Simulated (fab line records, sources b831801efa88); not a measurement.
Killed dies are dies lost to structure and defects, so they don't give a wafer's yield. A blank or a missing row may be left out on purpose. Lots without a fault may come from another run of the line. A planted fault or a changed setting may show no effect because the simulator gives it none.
A struck lot beside a sound one | flow sfq_line | 42 steps out of a route of 325
Sound: wafers L929.2, L929.5, L929.6. Struck: wafer L944.4. (L944.2, L944.5 of the same lot were not struck and are left out.) The cause comes at the end.
At each step with rows: each side's tool, then ch and its chambers, then its first start. Under that, the readings that differ: sound wafers | struck wafers | difference of the means | sigmas: that difference in standard deviations of wafers without a fault.
alike: readings whose means differ by less than 2 such deviations, and words and numbers that are the same on both sides. not compared: withheld readings, readings that some wafer has no value for, bounds like >300 that may hide the same value, and numbers for which the record gives no deviation and whose values overlap.
The two part at a step that has a row with sigmas, a row that says differs or no value, or rows on one side only. Numbers that don't overlap but have no deviation are shown without sigmas and don't part them. A reading that every wafer of one side lacks parts them only if that side has two wafers or more.

first, 6 steps without rows for these wafers: SFQ_TRILAYER_I0_VIA_LITHO_COAT_036 (resist thk 62 nm); SFQ_TRILAYER_I0_VIA_LITHO_COAT_031 (resist thk 650 nm); SFQ_TRILAYER_I0_VIA_LITHO_SOFTBAKE_035; SFQ_TRILAYER_I0_VIA_LITHO_EXPOSE_032 (exposes mask I0, target cd 500 nm); SFQ_TRILAYER_I0_VIA_LITHO_PEB_034 (peb time 60 s); SFQ_TRILAYER_I0_VIA_LITHO_DEVELOP_033 (time 60 s).
SFQ_I0_OVL_MEAS_908:
  sound on overlay-01, day 11 10:45; struck on overlay-02, day 15 06:48
  alike: I0_OVL
then, 5 steps without rows for these wafers: SFQ_TRILAYER_I0_VIA_BARC_OPEN_VIA_ETCH_046 (etches BARC in O2, target depth 125 nm, time 41.7 s); SFQ_TRILAYER_I0_VIA_ETCH_VIA_ETCH_034 (etches SiO2 in CHF3, stops on Nb, target depth 260 nm); SFQ_TRILAYER_I0_VIA_STRIP_STRIP_035 (strips in O2); SFQ_TRILAYER_I0_VIA_STRIP_SOLV_CLEAN_036 (cleans in NMP, time 600 s); SFQ_TRILAYER_M1_DEP_PRE_CLEAN_038 (time 22.5 s).
SFQ_TRILAYER_M1_DEP_SPUTTER_037: material Nb, target thk 200 nm, time 133.3 s.
  sound on pvd_sputter-06, day 11 11:44; struck on pvd_sputter-06, day 15 07:47
  reading                                             | sound             | struck | difference | sigmas
  model.Nb_of_TRILAYER_M1_DEP_SPUTTER_037.thk_nm (nm) | 199.6 200.4 198.3 | 190.1  | -9.3       |
  alike: cathode_dc_power_W, throttle_valve_pct
SFQ_M1_RS_MEAS_909: measures by four-point-probe.
  sound on film_metro-03, day 11 11:50; struck on film_metro-02, day 15 07:53
  reading           | sound             | struck | difference | sigmas
  M1_NB_RS (ohm/sq) | 0.891 0.886 0.896 | 0.937  | +0.046     | +5
then, 6 steps without rows for these wafers: SFQ_TRILAYER_M1_LITHO_COAT_044 (resist thk 62 nm); SFQ_TRILAYER_M1_LITHO_COAT_039 (resist thk 600 nm); SFQ_TRILAYER_M1_LITHO_SOFTBAKE_043; SFQ_TRILAYER_M1_LITHO_EXPOSE_040 (exposes mask M1, target cd 500 nm); SFQ_TRILAYER_M1_LITHO_PEB_042 (peb time 60 s); SFQ_TRILAYER_M1_LITHO_DEVELOP_041 (time 60 s).
-- the record jumps here: 5 days lie between the struck wafers' starts before and after --
SFQ_M1_OVL_MEAS_911:
  sound on overlay-01, day 15 22:12; struck on overlay-01, day 20 14:14
  alike: M1_OVL
then, 1 step without rows for these wafers: SFQ_TRILAYER_M1_BARC_OPEN_METAL_ETCH_054 (etches BARC in O2, target depth 125 nm, time 41.7 s).
SFQ_TRILAYER_M1_ETCH_METAL_ETCH_042: etches Nb in Cl2/Ar, stops on SiO2, target depth 240 nm, time 120 s.
  sound on rie_metal-01 ch 0,1, day 15 22:17; struck on rie_metal-02 ch 1, day 20 14:20
  reading                        | sound             | struck | difference | sigmas
  oes_product_au (a.u.)          | 0.888 0.891 0.891 | 0.870  | -0.020     | -3
  model.M1.feature_depth_nm (nm) | 199.6 200.4 198.3 | 190.1  | -9.3       |
  model.etch.depth_nm (nm)       | 199.6 200.4 198.3 | 190.1  | -9.3       |
  alike: drypump_motor_current_A
  not compared: rf_hours_counter_h
then, 2 steps without rows for these wafers: SFQ_TRILAYER_M1_STRIP_STRIP_043 (strips in O2); SFQ_TRILAYER_M1_STRIP_SOLV_CLEAN_044 (cleans in NMP, time 600 s).
SFQ_TRILAYER_I1_DEP_PECVD_045: deposits SiO2 from SiH4/N2O, time 111.11 s, target thk 500 nm.
  sound on pecvd-01 ch 0,1, day 15 23:11; struck on pecvd-03 ch 0, day 20 15:14
  alike: heater_power_outer_w, heater_power_w, throttle_valve_pct
SFQ_TRILAYER_I1_CMP_CMP_046: polishes SiO2.
  sound on cmp-01 ch 2,3, day 16 13:10; struck on cmp-01 ch 0, day 20 22:03
  alike: motor_current_A, time_to_endpoint_s
SFQ_I1_BOW_MEAS_912:
  sound on film_metro-01, day 16 16:11; struck on film_metro-04, day 21 01:04
  alike: I1_BOW
SFQ_TRILAYER_I1_METRO_MEASURE_047:
  sound on film_metro-01, day 16 16:29; struck on film_metro-04, day 21 01:22
  reading     | sound             | struck | difference | sigmas
  thk_nm (nm) | 201.2 200.4 201.1 | 197.8  | -3.1       | -3
then, 6 steps without rows for these wafers: SFQ_TRILAYER_I1_VIA_LITHO_COAT_054 (resist thk 62 nm); SFQ_TRILAYER_I1_VIA_LITHO_COAT_049 (resist thk 650 nm); SFQ_TRILAYER_I1_VIA_LITHO_SOFTBAKE_053; SFQ_TRILAYER_I1_VIA_LITHO_EXPOSE_050 (exposes mask I1, target cd 500 nm); SFQ_TRILAYER_I1_VIA_LITHO_PEB_052 (peb time 60 s); SFQ_TRILAYER_I1_VIA_LITHO_DEVELOP_051 (time 60 s).
SFQ_I1_OVL_MEAS_913:
  sound on overlay-02, day 18 00:51; struck on overlay-02, day 22 15:20
  alike: I1_OVL
SFQ_TRILAYER_I1_VIA_BARC_OPEN_VIA_ETCH_071: etches BARC in O2, target depth 125 nm, time 41.7 s.
  sound on rie_diel-01 ch 0,1,3, day 18 00:53; struck on rie_diel-03 ch 3, day 22 15:22
  alike: drypump_motor_current_A, oes_product_au
  not compared: rf_hours_counter_h
then, 1 step without rows for these wafers: SFQ_TRILAYER_I1_VIA_ETCH_VIA_ETCH_052 (etches SiO2 in CHF3, stops on Nb, target depth 260 nm).
SFQ_TRILAYER_I1_VIA_STRIP_STRIP_053: strips in O2.
  sound on rie_metal-01 ch 0,1, day 18 01:02; struck on rie_metal-02 ch 1, day 22 15:31
  alike: drypump_motor_current_A, oes_product_au
  not compared: rf_hours_counter_h
then, 2 steps without rows for these wafers: SFQ_TRILAYER_I1_VIA_STRIP_SOLV_CLEAN_054 (cleans in NMP, time 600 s); SFQ_TRILAYER_M2_DEP_PRE_CLEAN_056 (time 22.5 s).
-- the record jumps here: 64 days lie between the struck wafers' starts before and after --
SFQ_M8_BOW_MEAS_951:
  sound on film_metro-04, day 83 07:53; struck on film_metro-02, day 86 16:20
  reading                 | sound                | struck | difference | sigmas
  model.etest.m1.ohm_um   | 1.778 1.765 1.779    | 1.884  | +0.110     |
  model.etest.i0.link_ohm | 1.956 1.961 1.961    | 2.012  | +0.053     |
  model.etest.m1.ohm_sq   | 0.8917 0.8879 0.8976 | 0.9363 | +0.0439    |
  model.etest.i1.link_ohm | 1.976 1.972 1.987    | 2.023  | +0.045     |
  alike: M8_BOW

WHERE THEY PART
First at SFQ_M1_RS_MEAS_909; last, within this record, at SFQ_TRILAYER_I1_METRO_MEASURE_047. Later steps at which nothing parts them and some readings are alike: SFQ_I1_OVL_MEAS_913, SFQ_TRILAYER_I1_VIA_BARC_OPEN_VIA_ETCH_071, SFQ_TRILAYER_I1_VIA_STRIP_STRIP_053, SFQ_M8_BOW_MEAS_951.

WHY: what the simulator had put in
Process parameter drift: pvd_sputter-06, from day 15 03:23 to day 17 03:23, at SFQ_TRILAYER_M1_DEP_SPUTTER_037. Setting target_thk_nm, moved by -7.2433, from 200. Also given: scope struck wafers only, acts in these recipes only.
